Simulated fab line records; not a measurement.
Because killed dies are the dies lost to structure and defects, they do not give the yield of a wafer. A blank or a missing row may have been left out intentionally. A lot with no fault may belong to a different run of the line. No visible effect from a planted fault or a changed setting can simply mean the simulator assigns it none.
Which tool was responsible? | flow sky130 | Sampling: 14 lots, 42 wafers, 4 of 708 route steps

== WHAT EACH GAUGE READ, for each wafer ==
SKY_SD_N_RS_MEAS_16: uses a four-point probe to measure. Usual: SD_N_RS gives 68.51 ohm/sq (standard deviation 0.13).
lot  | measured     | on            | SD_N_RS (ohm/sq)  | flag
L141 | day 27 11:44 | film_metro-04 | 68.47 68.63 68.48 |
L142 | day 27 17:50 | film_metro-01 | 68.48 68.59 68.54 |
L143 | day 28 07:43 | film_metro-02 | 68.49 68.53 68.39 |
L146 | day 30 12:57 | film_metro-01 | 68.32 68.38 68.51 |
L148 | day 31 03:50 | film_metro-01 | 68.49 68.48 68.50 |
L149 | day 31 08:13 | film_metro-01 | 68.60 68.60 68.53 |
L150 | day 31 14:22 | film_metro-01 | 68.64 68.58 68.69 |
L152 | day 32 07:50 | film_metro-01 | 68.26 68.43 68.46 |
L154 | day 32 11:46 | film_metro-01 | 68.32 68.56 68.53 |
L155 | day 32 19:40 | film_metro-02 | 68.78 68.70 68.89 |
L161 | day 34 16:08 | film_metro-04 | 68.50 68.53 68.46 |
L162 | day 34 21:23 | film_metro-01 | 68.63 68.43 68.34 |
L163 | day 35 02:46 | film_metro-02 | 68.65 68.66 68.53 |
L164 | day 35 09:36 | film_metro-04 | 68.62 68.57 68.61 |

SKY_LI_CONTACT_THK_MEAS_01. Usual: LI_CONTACT_HDPCVD_THK gives 929 nm (standard deviation 8.5).
lot  | measured     | on            | LI_CONTACT_HDPCVD_THK (nm) | flag
L141 | day 27 12:13 | film_metro-01 | 933 916 944                |
L142 | day 27 18:19 | film_metro-02 | 932 936 932                |
L143 | day 28 08:11 | film_metro-04 | 928 924 927                |
L146 | day 30 13:26 | film_metro-01 | 925 919 921                |
L148 | day 31 04:19 | film_metro-01 | 935 940 928                |
L149 | day 31 08:41 | film_metro-04 | 955 947 946                |
L150 | day 31 14:49 | film_metro-02 | 915 927 932                |
L152 | day 32 08:22 | film_metro-02 | 926 929 932                |
L154 | day 32 12:14 | film_metro-02 | 927 920 913                |
L155 | day 32 20:12 | film_metro-01 | 934 931 927                |
L161 | day 34 16:37 | film_metro-02 | 922 934 937                |
L162 | day 34 21:52 | film_metro-02 | 923 928 915                |
L163 | day 35 03:18 | film_metro-04 | 923 936 928                |
L164 | day 35 10:05 | film_metro-02 | 937 931 926                |

SKY_LI_CONTACT_OVL_MEAS_13. Usual: LI_CONTACT_OVL gives 1 nm (standard deviation 5.2).
lot  | measured     | on         | LI_CONTACT_OVL (nm) | flag
L141 | day 28 17:41 | overlay-01 | 7 9 1               |
L142 | day 28 22:26 | overlay-01 | -1 1 4              |
L143 | day 29 13:14 | overlay-02 | 10 1 5              |
L146 | day 31 17:20 | overlay-02 | -1 -2 6             |
L148 | day 32 08:38 | overlay-01 | -4 -6 -2            |
L149 | day 32 12:28 | overlay-01 | 0 10 6              |
L150 | day 32 18:05 | overlay-01 | -7 -2 -4            |
L152 | day 33 11:47 | overlay-02 | 2 5 -5              |
L154 | day 33 14:47 | overlay-02 | -5 -7 -5            |
L155 | day 33 23:56 | overlay-01 | 6 -10 10            |
L161 | day 35 19:08 | overlay-01 | -2 -5 5             |
L162 | day 36 00:32 | overlay-02 | -5 -3 7             |
L163 | day 36 05:45 | overlay-02 | -1 4 4              |
L164 | day 36 12:47 | overlay-02 | -3 -4 2             |

== TOOL THAT RAN EACH LOT (tool first, then ch and the chambers of the sampled wafers, then the start) ==
lot  | SKY_LI_CONTACT_SOFTBAKE_08
L141 | litho_track-03 ch 0, day 28 03:00
L142 | litho_track-04 ch 0, day 28 08:00
L143 | litho_track-01 ch 0, day 28 22:00
L146 | litho_track-04 ch 0, day 31 03:00
L148 | litho_track-04 ch 0, day 31 18:00
L149 | litho_track-03 ch 0, day 31 23:00
L150 | litho_track-03 ch 0, day 32 04:00
L152 | litho_track-03 ch 0, day 32 21:00
L154 | litho_track-04 ch 0, day 33 01:00
L155 | litho_track-04 ch 0, day 33 10:00
L161 | litho_track-03 ch 0, day 35 05:00
L162 | litho_track-01 ch 0, day 35 11:00
L163 | litho_track-03 ch 0, day 35 16:00
L164 | litho_track-04 ch 0, day 35 23:00
- SKY_LI_CONTACT_SOFTBAKE_08: time 92.34 s.

== WHAT THE TOOLS THEMSELVES READ (means of the sampled wafers that have a number; where no wafer has one, the mark that the record gives instead) ==
SKY_LI_CONTACT_SOFTBAKE_08. Usual: chill_plate_temp_C 23.01 C, standard deviation 0.096; heater_power_total_W 57.30 W, standard deviation 0.094; plate_sensor_t_centre_C 100.88 C, standard deviation 0.01; plate_sensor_t_edge_C 100.95 C, standard deviation 0.0098.
lot  | tool           | chill_plate_temp_C (C) | heater_power_total_W (W) | plate_sensor_t_centre_C (C) | plate_sensor_t_edge_C (C) | flag
L141 | litho_track-03 | 22.91                  | 57.24                    | 100.88                      | 100.95                    |
L142 | litho_track-04 | 22.92                  | 57.34                    | 100.88                      | 100.96                    |
L143 | litho_track-01 | 22.94                  | 57.35                    | 100.89                      | 100.96                    |
L146 | litho_track-04 | 23.00                  | 57.24                    | 100.88                      | 100.95                    |
L148 | litho_track-04 | 22.95                  | 57.32                    | 100.89                      | 100.95                    |
L149 | litho_track-03 | 23.20                  | 57.29                    | 100.87                      | 100.96                    |
L150 | litho_track-03 | 22.97                  | 57.30                    | 100.88                      | 100.96                    |
L152 | litho_track-03 | 23.07                  | 57.31                    | 100.88                      | 100.95                    |
L154 | litho_track-04 | 23.10                  | 56.33                    | 99.64                       | 99.71                     | OFF
L155 | litho_track-04 | 23.01                  | 56.31                    | 99.64                       | 99.71                     | OFF
L161 | litho_track-03 | 22.97                  | 57.27                    | 100.87                      | 100.95                    |
L162 | litho_track-01 | 23.08                  | 57.37                    | 100.89                      | 100.95                    |
L163 | litho_track-03 | 23.00                  | 57.37                    | 100.88                      | 100.96                    |
L164 | litho_track-04 | 22.98                  | 57.26                    | 100.88                      | 100.94                    |

== THE ANSWER, worked out from the rows above alone ==
Rule: lot off if the mean of its wafers having a number is beyond 3 standard deviations from the usual mean. A lot without any number at a reading at which 4 lots or more have one is off too. All remaining lots with rows at the step are treated as sound. First the gauges in route order, then the tools' own readings, where a lot's mean is used as printed above. At the first step where some lot is off, the reading lying furthest off is the one used; lots without a number count as furthest.
Off, at SKY_LI_CONTACT_SOFTBAKE_08 on plate_sensor_t_edge_C: L154, L155.
If a tool, at that step or one of the process steps before it, ran each lot that is off and ran no sound lot following the first of them, it fits. Of those tried, none fits.

== WHAT WAS PUT IN BY THE SIMULATOR ==
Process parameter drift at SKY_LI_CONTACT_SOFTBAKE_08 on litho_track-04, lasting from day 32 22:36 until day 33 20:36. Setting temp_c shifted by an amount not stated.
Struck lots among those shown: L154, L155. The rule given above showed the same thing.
